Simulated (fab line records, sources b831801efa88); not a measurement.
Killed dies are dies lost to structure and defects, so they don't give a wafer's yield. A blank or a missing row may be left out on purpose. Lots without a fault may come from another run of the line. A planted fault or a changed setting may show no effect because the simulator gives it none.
Which tool did it? | flow gf180mcu | 7 lots, 21 wafers sampled, at 3 steps of a route of 602

WHAT THE GAUGES READ, wafer by wafer
GF_HV_LDD_TW_MEAS_38.
lot  | measured     | on            | HV_LDD_3_TW
L456 | day 11 21:45 | film_metro-04 | 1454 1461 1453
L458 | day 12 09:07 | film_metro-01 | 1415 1421 1421
L462 | day 14 03:45 | film_metro-04 | 1457 1459 1454
L466 | day 15 10:43 | film_metro-01 | 1417 1419 1414
L469 | day 16 09:08 | film_metro-01 | 1424 1422 1414
L473 | day 17 12:57 | film_metro-04 | 1464 1457 1456
L476 | day 18 15:29 | film_metro-04 | 1334 1337 1328

WHICH TOOL RAN EACH LOT (tool, then ch and the chambers of the sampled wafers, then the start)
lot  | GF_POLY_GATE_STRIP_14                | GF_HV_LDD_IMPLANT_34
L456 | plasma_asher-01 ch 0, day 9 12:01    | implanter-03 ch 0, day 11 21:13
L458 | plasma_asher-04 ch 0,1, day 9 22:31  | implanter-03 ch 0, day 12 08:37
L462 | plasma_asher-01 ch 0,1, day 11 13:08 | implanter-04 ch 0, day 14 03:10
L466 | plasma_asher-04 ch 0,1, day 12 18:11 | implanter-04 ch 0, day 15 10:10
L469 | plasma_asher-02 ch 0,1, day 13 13:08 | implanter-04 ch 0, day 16 08:35
L473 | plasma_asher-02 ch 0,1, day 14 14:58 | implanter-03 ch 0, day 17 12:26
L476 | plasma_asher-04 ch 0,1, day 15 16:11 | implanter-02, day 18 14:58
- GF_POLY_GATE_STRIP_14: strips in O2/N2.
- GF_HV_LDD_IMPLANT_34

THE ANSWER, worked out from the rows above alone
Rule: what is usual is taken from the lots themselves. Put in order of their means at a reading, lots are off if they are a third of the lots or fewer, leave a main group of 4 or more, and stand apart from it by a gap of 3 or more times the standard deviation of the main group's means; of several such gaps the widest counts. A main group whose means are all the same, to the digits that the tables above print for the reading, isn't used. A lot without any number at a reading at which 4 lots or more have one is off too. The other lots that the step has rows for count as sound.
Off: L476, at GF_HV_LDD_TW_MEAS_38 (HV_LDD_3_TW). The main group: mean 1438, standard deviation 19.
A tool fits if, at a process step before that reading, it ran every lot that is off, and no sound lot after the first of them. The gauges at GF_HV_LDD_TW_MEAS_38 are tried like those tools. Can't be told from this: 3 tools fit, plasma_asher-04 at GF_POLY_GATE_STRIP_14, implanter-02 at GF_HV_LDD_IMPLANT_34, film_metro-04 at GF_HV_LDD_TW_MEAS_38.

WHAT THE SIMULATOR HAD PUT IN
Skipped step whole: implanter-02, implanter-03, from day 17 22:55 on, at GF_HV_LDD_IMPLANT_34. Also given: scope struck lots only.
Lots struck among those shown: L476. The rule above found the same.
